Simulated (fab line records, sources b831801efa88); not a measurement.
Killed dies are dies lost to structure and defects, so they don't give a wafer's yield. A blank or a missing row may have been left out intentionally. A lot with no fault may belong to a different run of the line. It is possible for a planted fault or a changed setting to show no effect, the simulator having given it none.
fab line records	flow sfq_line
[record] lots = 5	wafers = 27
route steps=325 shown M3@130 I4@163 JJ@182 R5@212 I5@236 M6@263 M7@293 I7@307
start_h: hours from the record's opening day to when the first of the lot's shown wafers began	wait_h: hours from the lot's prior step to this one	" the same as in the row above	L1.1+2: several wafers, shown together as one row	- value missing, or start not given	* or withheld: withheld	< > ~ a bound
route shown NAME@n: names a module that has steps shown in the file, with the first one's number in the route	usual: the fault-free wafers' mean and standard deviation	same: alike in all rows	chamber/n: place in a boat	sites: the reading at each site	_std_site: the values' standard deviation	_edge_site: mean of outer sites minus mean of inner sites	radius_mm: how far each site lies from the wafer's centre	mask NAME#n: copy n	behind: tool/chamber where the wafer was last shaped	hold: the reason the lot was held/the length of the hold in hours/how it ended	device: the n, p or np transistor that did not switch	end of line: tests of these same wafers at the route's end	a step without rows: its recipe alone	killed: not the wafer's yield, but the dies lost to structure and defects at the first sort	map: per-die view of a wafer (x killed, . not killed, _ where there is no die)
set.NAME: the setting as run; set.NAME@STEP: as run at that earlier step	model.NAME: the simulator's own value behind a step, which no gauge read
one table per step and one row per wafer, for lots whose settings were changed on purpose
[[steps]]
[step SFQ_TRILAYER_M3_ETCH_METAL_ETCH_078]
[recipe] target = Nb	stop_on = SiO2	mask_material = PR	chemistry = Cl2/Ar	target_depth_nm = 240	icp_w = 600	bias_w = 80	pressure_mtorr = 10	time_s = 120
[usual] oes_product_au = 0.895/0.0069
lot.wafer	tool	chamber	start_h	wait_h	set.time_s	set.time_s@TRILAYER_M3_DEP_SPUTTER_073	oes_product_au	model.M3.feature_depth_nm	model.KrF_of_TRILAYER_M3_LITHO_COAT_075.thk_nm
L074.1	rie_metal-03	1	896.03	0.0	61.68	133.3	0.992	123	451.9
L074.2	"	0	"	"	120	133.3	0.907	204.6	385.1
L074.3	"	1	"	"	61.68	133.3	0.993	123.2	450.9
L074.4	"	0	"	"	120	133.3	0.895	203.5	385
L074.5	"	1	"	"	120	133.3	0.908	203.6	381.9
L074.6	"	0	"	"	61.68	133.3	0.991	121.2	452.7
L077.2	rie_metal-01	0	904.43	0.0	120	133.3	0.893	199.4	381.7
L077.4	"	0	"	"	120	133.3	0.895	200.1	380.9
L077.6	"	1	"	"	120	133.3	0.906	201.4	387.2
L078.1	rie_metal-04	1	909.23	0.0	120	133.3	0.884	197.2	384.2
L078.2	"	0	"	"	120	203.7	0.992	-	-
L078.3	"	0	"	"	120	133.3	0.894	196.8	380.7
L078.4	"	1	"	"	120	203.7	1.008	-	-
L078.5	"	1	"	"	120	133.3	0.895	199.2	381.4
L078.6	"	0	"	"	120	203.7	0.994	-	-
L079.1	rie_metal-04	0	996.60	0.0	151	60.09	0.602	-	-
L079.2	"	1	"	"	151	133.3	0.885	208.5	343.9
L079.3	"	0	"	"	120	60.09	0.608	-	-
L079.4	"	1	"	"	120	133.3	0.897	202	379.9
L079.5	"	1	"	"	151	60.09	0.606	-	-
L079.6	"	0	"	"	120	133.3	0.888	198.4	380.3
L081.1	rie_metal-01	1	1003.80	0.0	164.9	72.62	0.657	-	-
L081.2	"	0	"	"	164.9	133.3	0.878	213.1	328.4
L081.3	"	0	"	"	120	133.3	0.900	203.9	381.9
L081.4	"	1	"	"	120	72.62	0.656	-	-
L081.5	"	0	"	"	120	72.62	0.665	-	-
L081.6	"	1	"	"	164.9	133.3	0.875	211.9	334.4
[step SFQ_TRILAYER_I4_DEP_PECVD_099]
[recipe] material = SiO2	temp_c = 150	time_s = 111.11	pressure_torr = 2.4	rf_w = 183.3	precursor = SiH4/N2O	target_thk_nm = 500
lot.wafer	tool	chamber	start_h	wait_h	set.time_s	model.SiO2_of_TRILAYER_I4_DEP_PECVD_099.thk_nm
L074.1	pecvd-02	1	1159.47	0.0	144.3	645.1
L074.2	"	2	"	"	111.11	490.2
L074.3	"	0	"	"	144.3	642.1
L074.4	"	1	"	"	111.11	506.9
L074.5	"	2	"	"	144.3	648.3
L074.6	"	0	"	"	111.11	496
L077.2	pecvd-01	2	1167.87	0.0	111.11	489.1
L077.4	"	2	"	"	111.11	507.2
L077.6	"	1	"	"	111.11	498.8
L078.1	pecvd-04	2	1172.67	0.0	128.6	583.3
L078.2	"	0	"	"	128.6	570.7
L078.3	"	1	"	"	128.6	580.4
L078.4	"	0	"	"	111.11	506.2
L078.5	"	1	"	"	111.11	511.7
L078.6	"	2	"	"	111.11	509.1
L079.1	pecvd-02	1	1176.39	0.0	111.11	486.3
L079.2	"	2	"	"	151.1	662.7
L079.3	"	0	"	"	111.11	481.8
L079.4	"	1	"	"	111.11	498.6
L079.5	"	2	"	"	151.1	676
L079.6	"	0	"	"	151.1	666.6
L081.1	pecvd-02	2	1179.99	0.0	83.95	366.3
L081.2	"	1	"	"	83.95	371.3
L081.3	"	0	"	"	111.11	488.7
L081.4	"	0	"	"	83.95	378.7
L081.5	"	1	"	"	111.11	504.2
L081.6	"	2	"	"	111.11	501.1
[step SFQ_TRILAYER_I4_CMP_CMP_100]
[recipe] material = SiO2	down_force_psi = 3	platen_rpm = 60	pad_velocity_m_s = 0.94248
[usual] time_to_endpoint_s = 215/6.8
lot.wafer	tool	chamber	start_h	wait_h	set.time_s@TRILAYER_I4_DEP_PECVD_099	time_to_endpoint_s
L074.2	cmp-02	0	1166.50	7.0	111.11	214
L074.1	"	1	"	"	144.3	324
L074.3	"	2	"	"	144.3	315
L074.4	"	3	"	"	111.11	222
L074.5	"	0	"	"	144.3	329
L074.6	"	1	"	"	111.11	217
L077.2	cmp-01	2	1175.75	7.8	111.11	206
L077.4	"	3	"	"	111.11	221
L077.6	"	0	"	"	111.11	219
L078.2	cmp-01	1	1177.75	5.0	128.6	264
L078.4	"	2	"	"	111.11	224
L078.3	"	3	"	"	128.6	275
L078.1	"	0	"	"	128.6	277
L078.6	"	1	"	"	111.11	224
L078.5	"	2	"	"	111.11	225
L079.1	cmp-02	3	1178.75	2.3	111.11	200
L079.4	"	0	"	"	111.11	218
L079.2	"	1	"	"	151.1	333
L079.3	"	2	"	"	111.11	200
L079.6	"	3	"	"	151.1	329
L079.5	"	0	"	"	151.1	340
L081.2	cmp-01	0	1183.75	3.7	83.95	124
L081.4	"	1	"	"	83.95	128
L081.1	"	2	"	"	83.95	122
L081.3	"	3	"	"	111.11	208
L081.6	"	0	"	"	111.11	218
L081.5	"	1	"	"	111.11	212
[step SFQ_TRILAYER_JJ_TRILAYER_DEP_SPUTTER_112]
[recipe] material = Nb	base_pressure_pa = 1.33e-06	chamber_pressure_pa = 0.1333	substrate_temp_c = 20	target_thk_nm = 170	power_w = 2000	time_s = 113.3
lot.wafer	tool	chamber	start_h	wait_h	set.time_s	model.Nb_of_TRILAYER_JJ_TRILAYER_DEP_SPUTTER_112.thk_nm
L074.1	pvd_sputter-04	-	1292.53	0.5	68.99	106.4
L074.2	"	-	"	"	68.99	103.6
L074.3	"	-	"	"	113.3	170.2
L074.4	"	-	"	"	68.99	102.1
L074.5	"	-	"	"	113.3	169.3
L074.6	"	-	"	"	113.3	168.7
L077.2	pvd_sputter-05	-	1302.24	0.5	113.3	171.2
L077.4	"	-	"	"	113.3	170.8
L077.6	"	-	"	"	113.3	172.8
L078.1	pvd_sputter-03	-	1305.84	0.5	113.3	168.7
L078.2	"	-	"	"	113.3	168.8
L078.3	"	-	"	"	67.97	100.8
L078.4	"	-	"	"	67.97	100.9
L078.5	"	-	"	"	67.97	101.9
L078.6	"	-	"	"	113.3	168.9
L079.1	pvd_sputter-05	-	1307.04	0.5	113.3	172
L079.2	"	-	"	"	58.96	91.89
L079.3	"	-	"	"	58.96	89.42
L079.4	"	-	"	"	58.96	90.35
L079.5	"	-	"	"	113.3	172.6
L079.6	"	-	"	"	113.3	173.4
L081.1	pvd_sputter-03	-	1313.54	0.5	67.12	101.7
L081.2	"	-	"	"	113.3	171.1
L081.3	"	-	"	"	67.12	103.1
L081.4	"	-	"	"	113.3	171.7
L081.5	"	-	"	"	67.12	100.7
L081.6	"	-	"	"	113.3	171
[step SFQ_JJ_RS_MEAS_929]
[recipe] thk_meas_gauge = four-point-probe	reads = Nb_of_TRILAYER_JJ_TRILAYER_DEP_SPUTTER_112
[usual] JJ_NB_RS = 1.049/0.0099
lot.wafer	tool	chamber	start_h	wait_h	set.time_s@TRILAYER_JJ_TRILAYER_DEP_SPUTTER_112	JJ_NB_RS[ohm/sq]
L074.1	film_metro-04	-	1292.61	0.0	68.99	1.684
L074.2	"	-	"	"	68.99	1.732
L074.3	"	-	"	"	113.3	1.046
L074.4	"	-	"	"	68.99	1.758
L074.5	"	-	"	"	113.3	1.053
L074.6	"	-	"	"	113.3	1.057
L077.2	film_metro-02	-	1302.34	0.1	113.3	1.040
L077.4	"	-	"	"	113.3	1.043
L077.6	"	-	"	"	113.3	1.032
L078.1	film_metro-02	-	1305.92	0.0	113.3	1.057
L078.2	"	-	"	"	113.3	1.057
L078.3	"	-	"	"	67.97	1.783
L078.4	"	-	"	"	67.97	1.781
L078.5	"	-	"	"	67.97	1.764
L078.6	"	-	"	"	113.3	1.055
L079.1	film_metro-04	-	1307.12	0.0	113.3	1.035
L079.2	"	-	"	"	58.96	1.963
L079.3	"	-	"	"	58.96	2.014
L079.4	"	-	"	"	58.96	1.993
L079.5	"	-	"	"	113.3	1.033
L079.6	"	-	"	"	113.3	1.027
L081.1	film_metro-03	-	1313.62	0.0	67.12	1.769
L081.2	"	-	"	"	113.3	1.041
L081.3	"	-	"	"	67.12	1.742
L081.4	"	-	"	"	113.3	1.038
L081.5	"	-	"	"	67.12	1.789
L081.6	"	-	"	"	113.3	1.040
[step SFQ_TRILAYER_JJ_CE_LITHO_COAT_119]
[recipe] resist = BARC	spin_rpm = 3000	resist_thk_nm = 62
[step SFQ_TRILAYER_JJ_CE_METRO_MEASURE_117]
[step SFQ_TRILAYER_JJ_CE_BARC_OPEN_RIE_150]
[recipe] mask_material = PR	chemistry = O2	target_depth_nm = 240	target = BARC	icp_w = 600	bias_w = 80	pressure_mtorr = 10	time_s = 80
[step SFQ_TRILAYER_JJ_CE_ETCH_RIE_118]
[recipe] target = Nb	stop_on = Al2O3	mask_material = PR	taper_deg = 13.257	over_etch_frac = 0.15	time_s = 97.7	chemistry = SF6	target_depth_nm = 170	icp_w = 600	bias_w = 80	pressure_mtorr = 10
[usual] oes_product_au = 0.988/0.0081
lot.wafer	tool	chamber	start_h	wait_h	set.time_s@TRILAYER_JJ_TRILAYER_DEP_SPUTTER_112	oes_product_au
L074.1	rie_metal-03	1	1409.75	0.1	68.99	0.774
L074.2	"	0	"	"	68.99	0.753
L074.3	"	1	"	"	113.3	0.987
L074.4	"	0	"	"	68.99	0.748
L074.5	"	1	"	"	113.3	0.992
L074.6	"	0	"	"	113.3	0.975
L077.2	rie_metal-03	0	1424.15	0.1	113.3	0.987
L077.4	"	0	"	"	113.3	0.990
L077.6	"	1	"	"	113.3	0.997
L078.1	rie_metal-03	0	1428.95	0.1	113.3	0.981
L078.2	"	1	"	"	113.3	0.996
L078.3	"	1	"	"	67.97	0.743
L078.4	"	0	"	"	67.97	0.741
L078.5	"	0	"	"	67.97	0.755
L078.6	"	1	"	"	113.3	0.987
L079.1	rie_metal-04	0	1430.15	0.1	113.3	0.997
L079.2	"	1	"	"	58.96	0.711
L079.3	"	0	"	"	58.96	0.700
L079.4	"	1	"	"	58.96	0.700
L079.5	"	0	"	"	113.3	1.001
L079.6	"	1	"	"	113.3	0.995
L081.1	rie_metal-04	1	1438.76	0.1	67.12	0.750
L081.2	"	0	"	"	113.3	0.993
L081.3	"	1	"	"	67.12	0.754
L081.4	"	0	"	"	113.3	0.998
L081.5	"	1	"	"	67.12	0.736
L081.6	"	0	"	"	113.3	0.994
[step SFQ_TRILAYER_R5_DEP_SPUTTER_132]
[recipe] material = Ti	base_pressure_pa = 1.33e-06	target_thk_nm = 5	power_w = 2000	time_s = 5	chamber_pressure_pa = 0.4
lot.wafer	tool	chamber	start_h	wait_h	set.time_s	model.Ti_of_TRILAYER_R5_DEP_SPUTTER_132.thk_nm
L074.1	pvd_sputter-06	-	1422.00	1.0	5	4.984
L074.2	"	-	"	"	5	4.832
L074.3	"	-	"	"	5	5.027
L074.4	"	-	"	"	5	4.902
L074.5	"	-	"	"	5	5.066
L074.6	"	-	"	"	5	4.826
L077.2	pvd_sputter-03	-	1434.45	0.8	5	5.13
L077.4	"	-	"	"	5	4.98
L077.6	"	-	"	"	5	5.103
L078.1	pvd_sputter-06	-	1438.07	1.0	5	4.92
L078.2	"	-	"	"	2.126	2.158
L078.3	"	-	"	"	2.126	2.264
L078.4	"	-	"	"	5	5.093
L078.5	"	-	"	"	2.126	2.21
L078.6	"	-	"	"	5	4.984
L079.1	pvd_sputter-03	-	1439.69	1.0	7.674	7.896
L079.2	"	-	"	"	7.674	7.8
L079.3	"	-	"	"	5	5.185
L079.4	"	-	"	"	7.674	7.886
L079.5	"	-	"	"	5	5.171
L079.6	"	-	"	"	5	5.208
L081.1	pvd_sputter-04	-	1447.84	1.0	5	5.023
L081.2	"	-	"	"	3.563	3.692
L081.3	"	-	"	"	3.563	3.752
L081.4	"	-	"	"	3.563	3.626
L081.5	"	-	"	"	5	5.111
L081.6	"	-	"	"	5	5.056
[step SFQ_TRILAYER_I5_BARC_OPEN_VIA_ETCH_200]
[recipe] mask_material = PR	chemistry = O2	target_depth_nm = 125	target = BARC	source_w = 500	bias_w = 80	pressure_mtorr = 30	time_s = 41.7
[usual] oes_product_au = 0.685/0.0046
lot.wafer	tool	chamber	start_h	wait_h	set.time_s	oes_product_au	model.KrF_of_TRILAYER_I5_LITHO_COAT_144.thk_nm
L074.1	rie_diel-01	0	1539.44	0.0	41.7	0.689	572.5
L074.2	"	2	"	"	21.58	0.971	598.7
L074.3	"	3	"	"	21.58	0.967	599.4
L074.4	"	1	"	"	21.58	0.975	596.1
L074.5	"	3	"	"	41.7	0.692	573.5
L074.6	"	2	"	"	41.7	0.693	573.7
L077.2	rie_diel-03	1	1553.68	0.0	41.7	0.679	575.1
L077.4	"	3	"	"	41.7	0.688	573.2
L077.6	"	2	"	"	41.7	0.689	574.9
L078.1	rie_diel-03	3	1645.17	0.0	59.89	0.644	550.5
L078.2	"	1	"	"	41.7	0.682	571.6
L078.3	"	0	"	"	59.89	0.650	550
L078.4	"	2	"	"	41.7	0.678	573.9
L078.5	"	3	"	"	41.7	0.687	571.8
L078.6	"	0	"	"	59.89	0.646	549.7
L079.1	rie_diel-01	0	1646.37	0.0	65.52	0.640	541.9
L079.2	"	3	"	"	41.7	0.693	574.2
L079.3	"	2	"	"	41.7	0.686	574.7
L079.4	"	1	"	"	65.52	0.648	543.8
L079.5	"	1	"	"	65.52	0.642	544.4
L079.6	"	2	"	"	41.7	0.685	573.9
L081.1	rie_diel-02	0	1654.77	0.0	41.7	0.686	573.4
L081.2	"	1	"	"	21.13	0.968	599.3
L081.3	"	1	"	"	21.13	0.982	598.1
L081.4	"	0	"	"	41.7	0.677	573
L081.5	"	0	"	"	41.7	0.687	573.8
L081.6	"	1	"	"	21.13	0.978	600.6
[step SFQ_TRILAYER_M6_ETCH_METAL_ETCH_162]
[recipe] target = Nb	stop_on = SiO2	mask_material = PR	chemistry = Cl2/Ar	target_depth_nm = 240	icp_w = 600	bias_w = 80	pressure_mtorr = 10	time_s = 120
[usual] oes_product_au = 0.889/0.0056
lot.wafer	tool	chamber	start_h	wait_h	set.time_s	oes_product_au	model.KrF_of_TRILAYER_M6_LITHO_COAT_159.thk_nm	model.SiO2_of_TRILAYER_A5C_DEP_PECVD_142.thk_nm	model.M6.feature_depth_nm
L074.1	rie_metal-02	1	1648.83	0.0	120	0.902	377.4	63.05	201.3
L074.2	"	0	"	"	120	0.894	375.6	61.53	200.6
L074.3	"	0	"	"	120	0.887	376.3	60.44	198.2
L074.4	"	1	"	"	120	0.887	378.4	63.26	199.3
L074.5	"	1	"	"	120	0.887	377.7	61.8	198.1
L074.6	"	0	"	"	120	0.884	376	62.67	199.3
L077.2	rie_metal-01	0	1653.56	0.0	120	0.888	381.3	61.87	199.2
L077.4	"	0	"	"	120	0.894	384.7	63.56	199.7
L077.6	"	0	"	"	120	0.891	383.8	63.92	198.7
L078.1	rie_metal-01	0	1654.76	0.0	120	0.884	380.8	62.36	197.3
L078.2	"	1	"	"	172.6	0.853	323.9	51.56	206.3
L078.3	"	1	"	"	172.6	0.852	325.3	50.43	206.6
L078.4	"	0	"	"	120	0.881	381.5	63.31	195.9
L078.5	"	1	"	"	120	0.882	385.1	62.46	195.4
L078.6	"	0	"	"	172.6	0.856	318.5	52.86	206.8
L079.1	rie_metal-04	0	1657.26	0.0	120	0.883	382.4	60.71	197.8
L079.2	"	1	"	"	120	0.885	381.4	60.27	197.4
L079.3	"	0	"	"	120	0.897	383.1	60.86	198.3
L079.4	"	1	"	"	120	0.888	381.1	62.58	198.8
L079.5	"	1	"	"	120	0.884	383	60.24	198.5
L079.6	"	0	"	"	120	0.888	381.7	61.58	197.3
L081.1	rie_metal-02	0	1727.61	0.0	191.4	0.843	292.1	47.45	213.6
L081.2	"	1	"	"	120	0.894	381	61.94	198.8
L081.3	"	1	"	"	191.4	0.852	294	46.46	213.5
L081.4	"	0	"	"	191.4	0.858	292.7	47.75	213.4
L081.5	"	0	"	"	120	0.879	378.3	62.42	197.2
L081.6	"	1	"	"	120	0.891	378.6	63.64	197.8
[step SFQ_TRILAYER_M7_ETCH_METAL_ETCH_180]
[recipe] target = Nb	stop_on = SiO2	mask_material = PR	chemistry = Cl2/Ar	target_depth_nm = 240	icp_w = 600	bias_w = 80	pressure_mtorr = 10	time_s = 120
[usual] oes_product_au = 0.891/0.0086
lot.wafer	tool	chamber	start_h	wait_h	set.time_s	oes_product_au	model.KrF_of_TRILAYER_M7_LITHO_COAT_177.thk_nm	model.M7.feature_depth_nm
L074.1	rie_metal-03	1	1674.11	0.0	120	0.890	382.3	198.2
L074.2	"	0	"	"	120	0.877	386.9	195
L074.3	"	0	"	"	120	0.896	384.4	201.8
L074.4	"	1	"	"	120	0.897	381.8	199
L074.5	"	1	"	"	120	0.890	381.9	196.8
L074.6	"	0	"	"	120	0.889	385.6	201.3
L077.2	rie_metal-02	1	1677.71	0.0	120	0.894	378.9	197.4
L077.4	"	0	"	"	120	0.899	377.2	199.9
L077.6	"	1	"	"	120	0.899	380.3	198.5
L078.1	rie_metal-03	1	1678.91	0.0	120	0.880	382.3	195.4
L078.2	"	0	"	"	69.2	0.976	445.1	133.4
L078.3	"	1	"	"	69.2	0.988	442.2	136
L078.4	"	0	"	"	69.2	0.994	444.6	134.8
L078.5	"	0	"	"	120	0.883	386.2	197.2
L078.6	"	1	"	"	120	0.882	384	194.5
L079.1	rie_metal-02	0	1681.11	0.0	120	0.886	378.7	197.2
L079.2	"	1	"	"	120	0.887	380.2	197.8
L079.3	"	1	"	"	72.46	1.009	436.3	146.7
L079.4	"	0	"	"	72.46	1.010	433.7	148.6
L079.5	"	0	"	"	72.46	1.022	435.1	147.9
L079.6	"	1	"	"	120	0.864	382.6	195.2
L081.1	rie_metal-02	1	1916.50	0.0	120	0.887	379	197.9
L081.2	"	0	"	"	120	0.884	373	196.6
L081.3	"	1	"	"	120	0.894	375.8	198
L081.4	"	0	"	"	120	0.881	371.9	196.5
L081.5	"	1	"	"	120	0.888	376.2	197.8
L081.6	"	0	"	"	120	0.889	372.1	197.8
[step SFQ_TRILAYER_I7_VIA_BARC_OPEN_VIA_ETCH_260]
[recipe] mask_material = PR	chemistry = O2	target_depth_nm = 125	target = BARC	source_w = 500	bias_w = 80	pressure_mtorr = 30	time_s = 41.7
[usual] oes_product_au = 0.685/0.0054
lot.wafer	tool	chamber	start_h	wait_h	set.time_s	oes_product_au	model.KrF_of_TRILAYER_I7_VIA_LITHO_COAT_187.thk_nm
L074.1	rie_diel-02	3	1685.85	0.0	24.28	0.912	590.6
L074.2	"	1	"	"	24.28	0.907	591.3
L074.3	"	2	"	"	41.7	0.692	572.2
L074.4	"	0	"	"	41.7	0.678	571.6
L074.5	"	0	"	"	41.7	0.684	569.4
L074.6	"	1	"	"	24.28	0.904	594
L077.2	rie_diel-04	2	1689.45	0.0	41.7	0.689	571.6
L077.4	"	3	"	"	41.7	0.672	571.2
L077.6	"	1	"	"	41.7	0.686	570.9
L078.1	rie_diel-03	0	1690.65	0.0	41.7	0.691	572.9
L078.2	"	2	"	"	41.7	0.681	573
L078.3	"	3	"	"	41.7	0.693	571.5
L078.4	"	1	"	"	65.53	0.641	542.3
L078.5	"	2	"	"	65.53	0.646	544.4
L078.6	"	3	"	"	65.53	0.647	541.8
L079.1	rie_diel-04	1	1691.85	0.0	41.7	0.692	572.5
L079.2	"	2	"	"	41.7	0.680	573.6
L079.3	"	3	"	"	41.7	0.692	571.4
L079.4	"	0	"	"	41.7	0.684	573.1
L079.5	"	2	"	"	41.7	0.682	572
L079.6	"	3	"	"	41.7	0.673	573.3
L081.1	rie_diel-02	1	1924.09	0.0	41.7	0.687	575.6
L081.2	"	2	"	"	41.7	0.696	575.2
L081.3	"	3	"	"	54.19	0.656	558.5
L081.4	"	0	"	"	41.7	0.687	572.6
L081.5	"	2	"	"	54.19	0.659	558.1
L081.6	"	3	"	"	54.19	0.659	561.1
[step SFQ_TRILAYER_I7_VIA_ETCH_VIA_ETCH_190]
[recipe] target = SiO2	stop_on = Nb	mask_material = PR	taper_deg = 20	chemistry = CHF3	target_depth_nm = 260	source_w = 500	bias_w = 80	pressure_mtorr = 30	time_s = withheld
lot.wafer	tool	chamber	start_h	wait_h	set.time_s@TRILAYER_I7_VIA_BARC_OPEN_VIA_ETCH_260	model.KrF_of_TRILAYER_I7_VIA_LITHO_COAT_187.thk_nm
L074.1	rie_diel-02	3	1685.89	0.0	*	545.8
L074.2	"	1	"	"	*	547.4
L074.3	"	2	"	"	*	527.3
L074.4	"	0	"	"	*	526.3
L074.5	"	0	"	"	*	523.9
L074.6	"	1	"	"	*	549.7
L077.2	rie_diel-04	2	1689.49	0.0	*	527
L077.4	"	3	"	"	*	526.2
L077.6	"	1	"	"	*	525.9
L078.1	rie_diel-03	0	1690.69	0.0	*	528.7
L078.2	"	2	"	"	*	529.4
L078.3	"	3	"	"	*	527.3
L078.4	"	1	"	"	*	498
L078.5	"	2	"	"	*	500.8
L078.6	"	3	"	"	*	497.5
L079.1	rie_diel-04	1	1691.89	0.0	*	527.9
L079.2	"	2	"	"	*	528.6
L079.3	"	3	"	"	*	526.5
L079.4	"	0	"	"	*	527.7
L079.5	"	2	"	"	*	527.5
L079.6	"	3	"	"	*	528.5
L081.1	rie_diel-02	1	1924.13	0.0	*	531.8
L081.2	"	2	"	"	*	529.9
L081.3	"	3	"	"	*	514.3
L081.4	"	0	"	"	*	527.9
L081.5	"	2	"	"	*	513
L081.6	"	3	"	"	*	517.4
[[key]]
[split] step = SFQ_TRILAYER_M3_ETCH_METAL_ETCH_078	setting = time_s	stated = 120	by = wafer
[response] step = SFQ_TRILAYER_M3_ETCH_METAL_ETCH_078	reading = model.M3.feature_depth_nm	change = +1.28	per = 1%	r = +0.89
[response] step = SFQ_TRILAYER_M3_ETCH_METAL_ETCH_078	reading = model.KrF_of_TRILAYER_M3_LITHO_COAT_075.thk_nm	change = -1.39	per = 1%	r = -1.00
[split] step = SFQ_TRILAYER_I4_DEP_PECVD_099	setting = time_s	stated = 111.11	by = wafer
[response] step = SFQ_TRILAYER_I4_DEP_PECVD_099	reading = model.SiO2_of_TRILAYER_I4_DEP_PECVD_099.thk_nm	change = +4.96	per = 1%	r = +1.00
[response] step = SFQ_TRILAYER_I4_CMP_CMP_100	reading = time_to_endpoint_s	change = *	per = 1%	r = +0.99
[split] step = SFQ_TRILAYER_JJ_TRILAYER_DEP_SPUTTER_112	setting = time_s	stated = 113.3	by = wafer
[response] step = SFQ_TRILAYER_JJ_TRILAYER_DEP_SPUTTER_112	reading = model.Nb_of_TRILAYER_JJ_TRILAYER_DEP_SPUTTER_112.thk_nm	change = +1.7	per = 1%	r = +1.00
[response] step = SFQ_JJ_RS_MEAS_929	reading = JJ_NB_RS	change = -0.0184	per = 1%	r = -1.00
[response] step = SFQ_TRILAYER_JJ_CE_ETCH_RIE_118	reading = oes_product_au	change = +0.00603	per = 1%	r = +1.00
[split] step = SFQ_TRILAYER_R5_DEP_SPUTTER_132	setting = time_s	stated = 5	by = wafer
[response] step = SFQ_TRILAYER_R5_DEP_SPUTTER_132	reading = model.Ti_of_TRILAYER_R5_DEP_SPUTTER_132.thk_nm	change = +0.049	per = 1%	r = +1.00
[split] step = SFQ_TRILAYER_I5_BARC_OPEN_VIA_ETCH_200	setting = time_s	stated = 41.7	by = wafer
[response] step = SFQ_TRILAYER_I5_BARC_OPEN_VIA_ETCH_200	reading = oes_product_au	shape = bent	at_lowest = 0.976	at_stated = 0.686	at_highest = 0.643
[response] step = SFQ_TRILAYER_I5_BARC_OPEN_VIA_ETCH_200	reading = model.KrF_of_TRILAYER_I5_LITHO_COAT_144.thk_nm	change = -0.526	per = 1%	r = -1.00
[split] step = SFQ_TRILAYER_M6_ETCH_METAL_ETCH_162	setting = time_s	stated = 120	by = wafer
[response] step = SFQ_TRILAYER_M6_ETCH_METAL_ETCH_162	reading = oes_product_au	change = -0.000637	per = 1%	r = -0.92
[response] step = SFQ_TRILAYER_M6_ETCH_METAL_ETCH_162	reading = model.KrF_of_TRILAYER_M6_LITHO_COAT_159.thk_nm	change = -1.42	per = 1%	r = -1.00
[response] step = SFQ_TRILAYER_M6_ETCH_METAL_ETCH_162	reading = model.SiO2_of_TRILAYER_A5C_DEP_PECVD_142.thk_nm	change = -0.257	per = 1%	r = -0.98
[response] step = SFQ_TRILAYER_M6_ETCH_METAL_ETCH_162	reading = model.M6.feature_depth_nm	change = +0.253	per = 1%	r = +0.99
[split] step = SFQ_TRILAYER_M7_ETCH_METAL_ETCH_180	setting = time_s	stated = 120	by = wafer
[response] step = SFQ_TRILAYER_M7_ETCH_METAL_ETCH_180	reading = oes_product_au	change = -0.0029	per = 1%	r = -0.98
[response] step = SFQ_TRILAYER_M7_ETCH_METAL_ETCH_180	reading = model.KrF_of_TRILAYER_M7_LITHO_COAT_177.thk_nm	change = -1.4	per = 1%	r = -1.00
[response] step = SFQ_TRILAYER_M7_ETCH_METAL_ETCH_180	reading = model.M7.feature_depth_nm	change = +1.35	per = 1%	r = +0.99
[split] step = SFQ_TRILAYER_I7_VIA_BARC_OPEN_VIA_ETCH_260	setting = time_s	stated = 41.7	by = wafer
[response] step = SFQ_TRILAYER_I7_VIA_BARC_OPEN_VIA_ETCH_260	reading = oes_product_au	shape = bent	at_lowest = 0.907	at_stated = 0.685	at_highest = 0.645
[response] step = SFQ_TRILAYER_I7_VIA_BARC_OPEN_VIA_ETCH_260	reading = model.KrF_of_TRILAYER_I7_VIA_LITHO_COAT_187.thk_nm	change = -0.512	per = 1%	r = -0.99
[response] step = SFQ_TRILAYER_I7_VIA_ETCH_VIA_ETCH_190	reading = model.KrF_of_TRILAYER_I7_VIA_LITHO_COAT_187.thk_nm	change = -0.518	per = 1%	r = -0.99
split outside_this_file step=SFQ_TRILAYER_M3_DEP_SPUTTER_073 setting=time_s
// split outside_this_file: this setting was split too, and the file shows its column; the key of that split is in another file
